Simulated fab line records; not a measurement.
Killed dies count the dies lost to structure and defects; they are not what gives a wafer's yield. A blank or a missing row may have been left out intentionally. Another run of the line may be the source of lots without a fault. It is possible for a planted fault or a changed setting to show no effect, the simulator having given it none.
A sampling plan put to the test ; flow sky130 ; one fab line, 61 faults that these records tell of, each judged on the records of the lots that it struck
The plan consists of the line's own looks: route steps at which the wafer is read by a gauge or an inspection but not changed. A look is open to judgement when struck wafers have a number at it and the file gives its usual mean and standard deviation on fault-free wafers. Caught: a look later than the fault's first step finds the struck wafers' mean 4 or more of those standard deviations (sigma) from the usual mean. On the tool: the identical test, applied to the tool's own readings at the steps of the fault. A different recipe on the struck wafers counts as caught too, as does a record blank only for those wafers.

## THE FAULTS, as the simulator had put them in
1. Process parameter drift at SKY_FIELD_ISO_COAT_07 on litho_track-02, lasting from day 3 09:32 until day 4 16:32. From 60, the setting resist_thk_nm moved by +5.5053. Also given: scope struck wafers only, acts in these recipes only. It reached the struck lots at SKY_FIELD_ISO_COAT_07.
2. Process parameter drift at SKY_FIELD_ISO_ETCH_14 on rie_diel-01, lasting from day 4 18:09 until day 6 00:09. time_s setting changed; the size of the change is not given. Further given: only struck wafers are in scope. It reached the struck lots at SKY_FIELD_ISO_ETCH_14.
3. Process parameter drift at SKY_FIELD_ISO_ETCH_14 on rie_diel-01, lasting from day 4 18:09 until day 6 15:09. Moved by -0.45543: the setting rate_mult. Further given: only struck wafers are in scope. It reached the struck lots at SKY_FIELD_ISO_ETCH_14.
4. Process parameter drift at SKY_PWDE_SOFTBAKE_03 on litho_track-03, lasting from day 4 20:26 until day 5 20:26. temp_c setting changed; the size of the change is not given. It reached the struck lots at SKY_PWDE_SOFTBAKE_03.
5. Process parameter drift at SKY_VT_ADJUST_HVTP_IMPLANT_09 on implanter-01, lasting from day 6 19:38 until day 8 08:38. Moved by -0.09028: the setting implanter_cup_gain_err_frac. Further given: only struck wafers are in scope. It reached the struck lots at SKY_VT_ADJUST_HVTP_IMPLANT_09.
6. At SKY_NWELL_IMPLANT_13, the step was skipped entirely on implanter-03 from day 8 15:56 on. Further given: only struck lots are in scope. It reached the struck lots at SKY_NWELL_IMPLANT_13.
7. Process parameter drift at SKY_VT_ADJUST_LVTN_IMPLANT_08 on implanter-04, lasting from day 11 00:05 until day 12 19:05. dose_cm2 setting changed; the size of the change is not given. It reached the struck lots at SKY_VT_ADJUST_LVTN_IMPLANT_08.
8. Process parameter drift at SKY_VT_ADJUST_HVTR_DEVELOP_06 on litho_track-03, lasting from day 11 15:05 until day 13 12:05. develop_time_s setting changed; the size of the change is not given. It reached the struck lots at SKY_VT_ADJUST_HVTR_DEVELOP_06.
9. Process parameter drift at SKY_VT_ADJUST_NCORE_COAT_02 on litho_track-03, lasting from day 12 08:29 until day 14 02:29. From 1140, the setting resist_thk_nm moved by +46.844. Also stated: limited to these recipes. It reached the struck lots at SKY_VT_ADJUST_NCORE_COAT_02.
10. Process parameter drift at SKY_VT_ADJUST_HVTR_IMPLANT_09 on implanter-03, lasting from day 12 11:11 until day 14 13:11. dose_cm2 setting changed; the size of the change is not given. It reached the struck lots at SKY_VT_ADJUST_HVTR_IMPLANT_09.
11. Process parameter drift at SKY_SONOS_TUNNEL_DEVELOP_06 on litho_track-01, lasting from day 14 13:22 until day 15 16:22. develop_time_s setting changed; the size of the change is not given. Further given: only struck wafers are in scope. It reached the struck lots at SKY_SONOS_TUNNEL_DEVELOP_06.
12. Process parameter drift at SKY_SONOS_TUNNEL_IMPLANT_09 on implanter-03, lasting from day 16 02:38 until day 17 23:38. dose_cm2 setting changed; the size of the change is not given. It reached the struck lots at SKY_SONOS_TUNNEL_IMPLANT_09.
13. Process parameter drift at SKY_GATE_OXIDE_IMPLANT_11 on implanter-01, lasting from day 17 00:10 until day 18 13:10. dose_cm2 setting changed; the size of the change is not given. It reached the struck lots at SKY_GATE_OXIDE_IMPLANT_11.
14. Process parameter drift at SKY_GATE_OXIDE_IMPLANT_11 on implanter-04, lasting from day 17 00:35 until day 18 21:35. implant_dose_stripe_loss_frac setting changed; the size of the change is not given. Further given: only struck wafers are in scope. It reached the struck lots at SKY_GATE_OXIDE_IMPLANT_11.
15. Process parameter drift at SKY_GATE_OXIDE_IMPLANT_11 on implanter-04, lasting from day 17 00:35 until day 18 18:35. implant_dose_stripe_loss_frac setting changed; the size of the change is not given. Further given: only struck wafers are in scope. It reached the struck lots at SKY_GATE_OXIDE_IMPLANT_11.
16. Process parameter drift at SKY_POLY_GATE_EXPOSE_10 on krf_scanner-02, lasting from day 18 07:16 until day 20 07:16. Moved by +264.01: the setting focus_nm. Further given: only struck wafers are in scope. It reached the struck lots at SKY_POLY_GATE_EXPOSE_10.
17. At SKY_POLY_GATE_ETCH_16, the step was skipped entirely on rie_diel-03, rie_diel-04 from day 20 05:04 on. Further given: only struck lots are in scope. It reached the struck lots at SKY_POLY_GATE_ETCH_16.
18. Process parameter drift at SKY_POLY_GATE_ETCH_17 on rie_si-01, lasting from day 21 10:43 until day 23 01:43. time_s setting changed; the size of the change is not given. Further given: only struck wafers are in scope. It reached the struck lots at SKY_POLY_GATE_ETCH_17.
19. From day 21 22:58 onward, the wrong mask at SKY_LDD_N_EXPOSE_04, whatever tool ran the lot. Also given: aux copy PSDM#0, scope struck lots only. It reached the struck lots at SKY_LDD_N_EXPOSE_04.
20. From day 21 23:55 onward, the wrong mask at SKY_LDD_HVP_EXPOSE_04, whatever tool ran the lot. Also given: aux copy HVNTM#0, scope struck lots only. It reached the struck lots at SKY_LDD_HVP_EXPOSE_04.
21. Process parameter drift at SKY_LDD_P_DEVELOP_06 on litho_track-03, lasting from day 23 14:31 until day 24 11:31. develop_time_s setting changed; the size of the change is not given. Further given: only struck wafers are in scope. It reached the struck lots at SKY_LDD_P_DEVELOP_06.
22. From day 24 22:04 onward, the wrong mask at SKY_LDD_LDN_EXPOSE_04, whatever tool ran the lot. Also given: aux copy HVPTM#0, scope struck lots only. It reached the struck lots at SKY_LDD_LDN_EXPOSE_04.
23. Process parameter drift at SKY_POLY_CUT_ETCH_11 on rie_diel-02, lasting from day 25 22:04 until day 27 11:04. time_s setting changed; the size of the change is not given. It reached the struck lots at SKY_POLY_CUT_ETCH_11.
24. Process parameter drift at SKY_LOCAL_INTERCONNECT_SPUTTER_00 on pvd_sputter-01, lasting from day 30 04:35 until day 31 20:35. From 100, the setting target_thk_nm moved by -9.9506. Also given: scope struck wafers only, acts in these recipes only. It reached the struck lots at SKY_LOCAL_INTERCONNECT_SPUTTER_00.
25. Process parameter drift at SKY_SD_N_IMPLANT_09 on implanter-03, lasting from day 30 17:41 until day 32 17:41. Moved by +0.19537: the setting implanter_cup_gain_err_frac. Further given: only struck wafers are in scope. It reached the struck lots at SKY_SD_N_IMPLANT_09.
26. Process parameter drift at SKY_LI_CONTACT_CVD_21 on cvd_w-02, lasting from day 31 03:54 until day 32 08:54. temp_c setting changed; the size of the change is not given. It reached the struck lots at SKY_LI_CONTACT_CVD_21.
27. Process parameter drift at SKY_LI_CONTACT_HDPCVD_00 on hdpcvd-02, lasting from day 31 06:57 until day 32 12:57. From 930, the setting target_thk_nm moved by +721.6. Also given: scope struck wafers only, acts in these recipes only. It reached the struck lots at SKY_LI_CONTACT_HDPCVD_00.
28. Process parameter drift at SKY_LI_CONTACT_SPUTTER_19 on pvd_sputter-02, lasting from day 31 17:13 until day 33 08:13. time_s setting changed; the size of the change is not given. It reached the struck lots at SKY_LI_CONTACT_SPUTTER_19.
29. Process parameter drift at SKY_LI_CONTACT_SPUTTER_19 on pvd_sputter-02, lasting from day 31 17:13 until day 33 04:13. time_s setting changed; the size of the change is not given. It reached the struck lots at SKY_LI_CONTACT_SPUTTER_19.
30. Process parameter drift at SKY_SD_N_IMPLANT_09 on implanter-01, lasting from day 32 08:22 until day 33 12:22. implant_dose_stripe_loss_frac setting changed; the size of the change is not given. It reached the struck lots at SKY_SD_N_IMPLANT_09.
31. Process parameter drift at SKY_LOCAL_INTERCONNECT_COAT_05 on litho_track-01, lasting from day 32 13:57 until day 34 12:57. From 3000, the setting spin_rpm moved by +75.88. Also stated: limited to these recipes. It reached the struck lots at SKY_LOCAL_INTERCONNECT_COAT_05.
32. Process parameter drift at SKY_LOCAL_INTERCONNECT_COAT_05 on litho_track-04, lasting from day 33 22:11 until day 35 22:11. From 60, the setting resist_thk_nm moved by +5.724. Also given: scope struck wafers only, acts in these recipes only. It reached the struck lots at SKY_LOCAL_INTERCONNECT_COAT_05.
33. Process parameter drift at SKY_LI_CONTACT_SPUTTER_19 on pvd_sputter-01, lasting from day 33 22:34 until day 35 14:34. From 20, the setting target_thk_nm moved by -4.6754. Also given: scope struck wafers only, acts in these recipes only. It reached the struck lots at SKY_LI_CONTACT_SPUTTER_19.
34. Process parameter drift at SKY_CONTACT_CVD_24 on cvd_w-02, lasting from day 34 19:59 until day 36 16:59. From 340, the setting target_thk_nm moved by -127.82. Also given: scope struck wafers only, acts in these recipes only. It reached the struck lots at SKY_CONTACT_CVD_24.
35. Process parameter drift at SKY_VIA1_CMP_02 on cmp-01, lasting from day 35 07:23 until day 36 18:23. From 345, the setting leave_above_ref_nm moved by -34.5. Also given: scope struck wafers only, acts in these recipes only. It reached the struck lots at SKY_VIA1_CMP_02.
36. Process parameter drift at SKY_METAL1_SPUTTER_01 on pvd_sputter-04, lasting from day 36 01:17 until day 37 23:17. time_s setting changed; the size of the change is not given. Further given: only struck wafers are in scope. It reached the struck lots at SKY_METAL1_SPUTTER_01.
37. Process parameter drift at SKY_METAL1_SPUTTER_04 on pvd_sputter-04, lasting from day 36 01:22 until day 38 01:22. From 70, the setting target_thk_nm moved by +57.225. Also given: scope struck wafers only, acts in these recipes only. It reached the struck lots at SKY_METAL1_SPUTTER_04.
38. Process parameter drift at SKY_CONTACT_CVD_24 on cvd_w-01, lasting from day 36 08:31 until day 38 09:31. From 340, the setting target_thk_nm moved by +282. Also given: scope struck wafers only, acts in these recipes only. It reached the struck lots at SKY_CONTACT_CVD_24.
39. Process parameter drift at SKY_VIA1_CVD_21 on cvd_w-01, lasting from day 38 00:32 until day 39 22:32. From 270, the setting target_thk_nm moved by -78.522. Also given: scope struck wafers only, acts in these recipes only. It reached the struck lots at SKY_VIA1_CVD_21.
40. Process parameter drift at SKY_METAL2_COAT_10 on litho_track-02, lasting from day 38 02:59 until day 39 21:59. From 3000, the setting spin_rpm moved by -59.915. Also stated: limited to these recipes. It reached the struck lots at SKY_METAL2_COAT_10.
41. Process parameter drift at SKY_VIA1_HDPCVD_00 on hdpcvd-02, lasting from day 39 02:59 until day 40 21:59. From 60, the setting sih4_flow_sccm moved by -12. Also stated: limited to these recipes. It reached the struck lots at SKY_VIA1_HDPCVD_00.
42. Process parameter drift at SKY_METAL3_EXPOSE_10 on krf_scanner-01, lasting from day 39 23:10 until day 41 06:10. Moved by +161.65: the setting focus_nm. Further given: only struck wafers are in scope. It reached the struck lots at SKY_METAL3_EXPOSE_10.
43. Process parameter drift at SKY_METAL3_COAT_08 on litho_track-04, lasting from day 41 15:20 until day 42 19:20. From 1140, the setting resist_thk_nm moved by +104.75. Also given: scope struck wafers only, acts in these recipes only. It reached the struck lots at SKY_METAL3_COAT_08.
44. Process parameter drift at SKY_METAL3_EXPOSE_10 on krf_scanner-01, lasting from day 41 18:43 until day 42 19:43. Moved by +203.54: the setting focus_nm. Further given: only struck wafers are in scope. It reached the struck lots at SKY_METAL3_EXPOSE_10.
45. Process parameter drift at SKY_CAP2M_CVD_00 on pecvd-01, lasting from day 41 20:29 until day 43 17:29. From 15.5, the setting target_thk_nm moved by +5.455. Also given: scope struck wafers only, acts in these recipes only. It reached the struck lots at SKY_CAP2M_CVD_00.
46. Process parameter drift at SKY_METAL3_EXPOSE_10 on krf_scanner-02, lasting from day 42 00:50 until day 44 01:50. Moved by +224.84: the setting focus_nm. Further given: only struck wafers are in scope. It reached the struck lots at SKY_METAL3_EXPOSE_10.
47. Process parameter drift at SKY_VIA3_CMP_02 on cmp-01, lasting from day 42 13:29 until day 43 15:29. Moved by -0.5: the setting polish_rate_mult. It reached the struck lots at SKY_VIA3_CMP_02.
48. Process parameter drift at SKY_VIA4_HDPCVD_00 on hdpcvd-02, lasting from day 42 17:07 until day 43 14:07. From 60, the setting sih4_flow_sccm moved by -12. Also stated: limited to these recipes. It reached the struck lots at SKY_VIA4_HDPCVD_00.
49. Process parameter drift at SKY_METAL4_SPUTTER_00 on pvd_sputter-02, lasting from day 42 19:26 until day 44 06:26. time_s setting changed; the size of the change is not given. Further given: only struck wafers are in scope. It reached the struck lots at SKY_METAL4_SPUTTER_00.
50. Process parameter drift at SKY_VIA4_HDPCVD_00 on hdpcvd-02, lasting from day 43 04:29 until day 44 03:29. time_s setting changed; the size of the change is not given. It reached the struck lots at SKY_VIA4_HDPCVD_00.
51. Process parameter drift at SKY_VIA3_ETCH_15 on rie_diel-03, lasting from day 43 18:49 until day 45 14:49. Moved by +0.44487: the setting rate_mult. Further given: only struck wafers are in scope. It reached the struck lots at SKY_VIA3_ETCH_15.
52. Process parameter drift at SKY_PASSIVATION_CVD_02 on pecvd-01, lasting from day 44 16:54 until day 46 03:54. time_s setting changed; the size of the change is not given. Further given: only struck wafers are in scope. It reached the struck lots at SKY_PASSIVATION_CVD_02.
53. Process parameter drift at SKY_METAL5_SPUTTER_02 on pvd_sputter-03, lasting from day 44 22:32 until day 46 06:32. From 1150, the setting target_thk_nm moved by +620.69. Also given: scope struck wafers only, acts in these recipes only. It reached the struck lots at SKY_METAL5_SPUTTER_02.
54. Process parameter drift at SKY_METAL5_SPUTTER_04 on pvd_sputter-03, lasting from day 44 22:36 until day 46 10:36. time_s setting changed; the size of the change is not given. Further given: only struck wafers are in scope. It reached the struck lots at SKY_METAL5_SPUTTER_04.
55. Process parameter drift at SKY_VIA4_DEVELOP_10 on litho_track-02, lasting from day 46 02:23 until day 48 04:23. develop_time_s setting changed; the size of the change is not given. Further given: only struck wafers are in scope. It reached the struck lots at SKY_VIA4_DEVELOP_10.
56. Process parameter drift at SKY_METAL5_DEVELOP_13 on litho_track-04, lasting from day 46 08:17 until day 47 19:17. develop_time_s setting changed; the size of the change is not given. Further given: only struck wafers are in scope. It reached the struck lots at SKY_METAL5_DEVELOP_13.
57. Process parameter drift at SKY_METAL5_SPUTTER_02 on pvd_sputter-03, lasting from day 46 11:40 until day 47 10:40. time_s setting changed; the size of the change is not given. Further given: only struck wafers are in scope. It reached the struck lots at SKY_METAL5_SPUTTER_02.
58. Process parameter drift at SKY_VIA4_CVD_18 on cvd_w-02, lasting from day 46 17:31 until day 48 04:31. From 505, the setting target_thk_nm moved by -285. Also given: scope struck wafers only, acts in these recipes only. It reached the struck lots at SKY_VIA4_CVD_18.
59. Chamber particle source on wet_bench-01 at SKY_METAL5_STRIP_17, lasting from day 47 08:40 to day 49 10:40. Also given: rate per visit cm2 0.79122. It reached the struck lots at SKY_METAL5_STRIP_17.
60. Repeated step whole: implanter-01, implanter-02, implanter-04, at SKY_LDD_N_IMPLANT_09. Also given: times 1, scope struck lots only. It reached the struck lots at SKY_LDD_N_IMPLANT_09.
61. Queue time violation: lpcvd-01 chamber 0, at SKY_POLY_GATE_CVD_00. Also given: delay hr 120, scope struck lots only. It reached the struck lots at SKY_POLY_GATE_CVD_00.

## WHAT THE PLAN SAW
fault;on the tool itself;first look that catches it;reading, sigma;median hours from its first step to that look;hours from the fault's start to the first struck lot there;judged looks passed uncaught
1;no reading that can be judged;none of the 3 looks that can be judged after it;-;-;-;3
2;run_length_s -62 sigma;no look after it can be judged;-;-;-;0
3;oes_product_au -30 sigma;none of the 2 looks that can be judged after it;-;-;-;2
4;plate_temp_C +42 sigma;not the one look that can be judged after it;-;-;-;1
5;beam_on_s +4.9 sigma;SKY_VT_ADJUST_HVTP_TW_MEAS_11;VT_ADJUST_HVTP_TW +4.8;0.2;17;0
6;the tool's record is blank for the struck wafers;SKY_NWELL_RS_MEAS_29;NWELL_RS +12;21.8;24;0
7;dose_ions_cm2 -99 or beyond sigma;SKY_VT_ADJUST_LVTN_TW_MEAS_10;VT_ADJUST_LVTN_TW -26;0.2;18;0
8;no reading that can be judged;SKY_VT_ADJUST_HVTR_CD_MEAS_07;cd_nm +5.2;0.1;27;0
9;no reading that can be judged;not the one look that can be judged after it;-;-;-;1
10;dose_ions_cm2 -99 or beyond sigma;SKY_VT_ADJUST_HVTR_TW_MEAS_11;VT_ADJUST_HVTR_TW -50;0.2;12;0
11;no reading that can be judged;SKY_SONOS_TUNNEL_CD_MEAS_07;cd_nm +4.2;0.2;12;0
12;dose_ions_cm2 +99 or beyond sigma;SKY_SONOS_TUNNEL_TW_MEAS_12;SONOS_TUNNEL_TW +17;0.4;6;0
13;dose_ions_cm2 +99 or beyond sigma;SKY_GATE_OXIDE_TW_MEAS_14;GATE_OXIDE_TW +5.4;0.4;21;0
14;under 2 sigma;none of the 5 looks that can be judged after it;-;-;-;5
15;no reading that can be judged;none of the 5 looks that can be judged after it;-;-;-;5
16;no reading that can be judged;SKY_POLY_GATE_CD_MEAS_13;cd_nm -27;14.9;15;0
17;the tool's record is blank for the struck wafers;no look after it can be judged;-;-;-;0
18;run_length_s +41 sigma;no look after it can be judged;-;-;-;0
19;no reading that can be judged;SKY_LDD_N_TW_MEAS_17;LDD_N_TW -88;15.9;17;0
20;no reading that can be judged;SKY_LDD_HVP_TW_MEAS_10;LDD_HVP_TW -91;15.5;30;0
21;no reading that can be judged;SKY_LDD_P_CD_MEAS_07;cd_nm +13;0.1;6;0
22;under 2 sigma;SKY_LDD_LDN_TW_MEAS_13;LDD_LDN_TW -91;15.6;16;0
23;run_length_s +20 sigma;no look after it can be judged;-;-;-;0
24;under 2 sigma;SKY_LOCAL_INTERCONNECT_RS_MEAS_01;LOCAL_INTERCONNECT_TIN_RS +9.4;0.1;19;0
25;only faintly: faraday_current_uA +2.1 sigma;SKY_SD_N_RS_MEAS_16;SD_N_RS +15;0.7;6;0
26;susceptor_temp_C +15 sigma;SKY_LI_CONTACT_RS_MEAS_22;LI_CONTACT_W_RS -5.1;0.1;12;0
27;under 2 sigma;SKY_LI_CONTACT_THK_MEAS_01;LI_CONTACT_HDPCVD_THK +88;0.1;18;0
28;under 2 sigma;no look after it can be judged;-;-;-;0
29;under 2 sigma;no look after it can be judged;-;-;-;0
30;no reading that can be judged;SKY_SD_N_RS_MEAS_16;SD_N_RS +6.0;0.7;2;0
31;spin_speed_rpm +39 sigma;none of the 2 looks that can be judged after it;-;-;-;2
32;no reading that can be judged;none of the 2 looks that can be judged after it;-;-;-;2
33;under 2 sigma;no look after it can be judged;-;-;-;0
34;under 2 sigma;SKY_CONTACT_RS_MEAS_25;CONTACT_W_RS +33;0.1;17;0
35;under 2 sigma;not the one look that can be judged after it;-;-;-;1
36;under 2 sigma;no look after it can be judged;-;-;-;0
37;under 2 sigma;SKY_METAL1_THK_MEAS_06;METAL1_ALCU_THK -11;0.2;14;0
38;under 2 sigma;SKY_CONTACT_RS_MEAS_25;CONTACT_W_RS -24;0.1;6;0
39;under 2 sigma;SKY_VIA1_RS_MEAS_22;VIA1_W_RS +41;0.1;21;0
40;spin_speed_rpm -33 sigma;none of the 2 looks that can be judged after it;-;-;-;2
41;sih4_flow_sccm -74 sigma;SKY_VIA1_THK_MEAS_01;VIA1_HDPCVD_THK -21;0.1;2;0
42;no reading that can be judged;SKY_METAL3_CD_MEAS_13;cd_nm -6.7;12.3;21;0
43;no reading that can be judged;not the one look that can be judged after it;-;-;-;1
44;no reading that can be judged;SKY_METAL3_CD_MEAS_13;cd_nm -11;11.8;32;0
45;only faintly: heater_power_w +2.2 sigma;SKY_CAP2M_THK_MEAS_01;CAP2M_CVD_00_THK +21;0.0;14;0
46;no reading that can be judged;SKY_METAL3_CD_MEAS_13;cd_nm -14;11.5;28;0
47;under 2 sigma;no look after it can be judged;-;-;-;0
48;sih4_flow_sccm -62 sigma;SKY_VIA4_THK_MEAS_01;VIA4_HDPCVD_THK -18;0.2;10;0
49;under 2 sigma;no look after it can be judged;-;-;-;0
50;run_length_s -99 or beyond sigma;SKY_VIA4_THK_MEAS_01;VIA4_HDPCVD_THK -24;0.2;2;0
51;under 2 sigma;no look after it can be judged;-;-;-;0
52;under 2 sigma;SKY_PASSIVATION_THK_MEAS_03;PASSIVATION_CVD_02_THK +21;0.2;28;0
53;under 2 sigma;SKY_METAL5_RS_MEAS_05;METAL5_ALCU_RS -35;0.1;3;0
54;under 2 sigma;none of the 2 looks that can be judged after it;-;-;-;2
55;under 2 sigma;not the one look that can be judged after it;-;-;-;1
56;no reading that can be judged;no look after it can be judged;-;-;-;0
57;under 2 sigma;SKY_METAL5_RS_MEAS_05;METAL5_ALCU_RS +14;0.1;11;0
58;under 2 sigma;SKY_VIA4_RS_MEAS_19;VIA4_W_RS +99 or beyond;0.2;5;0
59;no reading that can be judged;no look after it can be judged;-;-;-;0
60;no reading that can be judged;SKY_LDD_N_TW_MEAS_17;LDD_N_TW +4.3;1.5;-;0
61;no reading that can be judged;none of the 5 looks that can be judged after it;-;-;-;5
A dash: this means the fault isn't caught or the number doesn't appear in these records.

Caught at a look: 34 of 61. Caught on the tool: 18 of 61. By one or the other: 42 of 61.
Faults caught by the tool alone: 2, 3, 4, 17, 18, 23, 31, 40.
Caught at a look alone: faults 8, 11, 16, 19, 20, 21, 22, 24, 25, 27, 30, 34, 37, 38, 39, 42, 44, 45, 46, 52, 53, 57, 58, 60.
Caught by neither: faults 1, 9, 14, 15, 28, 29, 32, 33, 35, 36, 43, 47, 49, 51, 54, 55, 56, 59, 61.

## THINNER SAMPLING
If the look that catches a fault measured only every second or every third lot, by lot number, the first struck lot would be measured this late in the worst case:
fault;struck lots at that look, in order of time;every lot;every second lot;every third lot
5;L299;17 h;may miss it;may miss it
6;L454, L455, L456;24 h;27 h;41 h
7;L154, L155, L156;18 h;32 h;37 h
8;L828, L831;27 h;39 h;may miss all 2
10;L776, L777;12 h;20 h;may miss all 2
11;L643, L646;12 h;26 h;may miss all 2
12;L484, L488;6 h;may miss all 2;may miss all 2
13;L243, L247;21 h;may miss all 2;may miss all 2
16;L370, L368, L371;15 h;34 h;may miss all 3
19;L643;17 h;may miss it;may miss it
20;L499;30 h;may miss it;may miss it
21;L876, L877, L878;6 h;7 h;16 h
22;L252;16 h;may miss it;may miss it
24;L964, L966;19 h;may miss all 2;may miss all 2
25;L532, L537;6 h;38 h;may miss all 2
26;L744, L742;12 h;may miss all 2;may miss all 2
27;L619, L623;18 h;may miss all 2;may miss all 2
30;L795, L798;2 h;7 h;may miss all 2
34;L681, L684, L682;17 h;26 h;may miss all 3
37;L500;14 h;may miss it;may miss it
38;L455, L457, L461;6 h;may miss all 3;may miss all 3
39;L148;21 h;may miss it;may miss it
41;L406, L407;2 h;8 h;may miss all 2
42;L302, L300, L303;21 h;32 h;may miss all 3
44;L349;32 h;may miss it;may miss it
45;L874;14 h;may miss it;may miss it
46;L836, L839;28 h;54 h;may miss all 2
48;L259, L260;10 h;13 h;may miss all 2
50;L201, L203, L204;2 h;19 h;may miss all 3
52;L421;28 h;may miss it;may miss it
53;L906, L909, L911;3 h;11 h;may miss all 3
57;L357, L358;11 h;16 h;may miss all 2
58;L579, L582, L583;5 h;17 h;may miss all 3
The hour figures run from when the fault began to the first measured lot among those it struck. The test against the limit of 4 sigma pooled every struck wafer, which means one lot taken alone may stay below that limit. Other struck lots may not be in these records.

## THE LONGEST TIMED WAY FROM STEP TO LOOK
For fault 6, SKY_NWELL_IMPLANT_13 and SKY_NWELL_RS_MEAS_29 are separated by a median of 21.8 hours. No look between them can be judged.
